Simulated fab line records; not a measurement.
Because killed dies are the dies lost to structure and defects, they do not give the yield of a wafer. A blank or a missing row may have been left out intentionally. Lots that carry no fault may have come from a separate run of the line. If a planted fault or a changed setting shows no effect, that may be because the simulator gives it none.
Matching of chambers | flow gf180mcu | GF_V5_CMP_26 on cmp-02: 4 sister chambers
The step polishes, stops on SiO2, t overpolish 15 s, target thk 0 nm. 4 wafers are shown with their chamber, then 9 later ones without.

WAFERS WITH THEIR CHAMBER
wafer  | chamber | motor-current-A (A)
L838.6 | 0       | 11.8
L851.1 | 3       | 11.3
L851.2 | 1       | 9.1
L851.4 | 2       | 11.0

WAFERS WITH NO CHAMBER GIVEN
wafer  | motor-current-A (A)
L852.4 | 12.0
L852.5 | 8.9
L852.6 | 10.4
L853.2 | 10.6
L853.4 | 11.3
L853.6 | 10.9
L855.1 | 9.2
L855.2 | 10.9
L855.5 | 11.4

WHICH CHAMBER EACH ONE RAN IN
wafer  | from the rows above          | in truth
L852.4 | can't be placed: 0 or 3      | 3
L852.5 | 1                            | 1
L852.6 | can't be placed: 2 or 3      | 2
L853.2 | can't be placed: 2 or 3      | 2
L853.4 | can't be placed: 3 or 2 or 0 | 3
L853.6 | can't be placed: 2 or 3      | 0
L855.1 | 1                            | 1
L855.2 | can't be placed: 2 or 3      | 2
L855.5 | can't be placed: 3 or 0 or 2 | 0
Placed correctly: 2 of 9. Can't be placed from these rows: 7 (the true chamber is among the candidates in 6). Wrongly placed: 0.
How it was worked out, from the rows above alone: a wafer's distance from a chamber is the root of the sum, over the readings, of the square of ((its reading less the chamber's mean) divided by the reading's scatter). The wafer belongs to the nearest chamber; if the next one is less than 2 further off, it can't be placed. For every chamber, the mean is computed from those of its wafers that are shown. The scatter: with one shown wafer a chamber, the root of the mean of the squares of how far each hidden wafer lies from its nearest shown one.
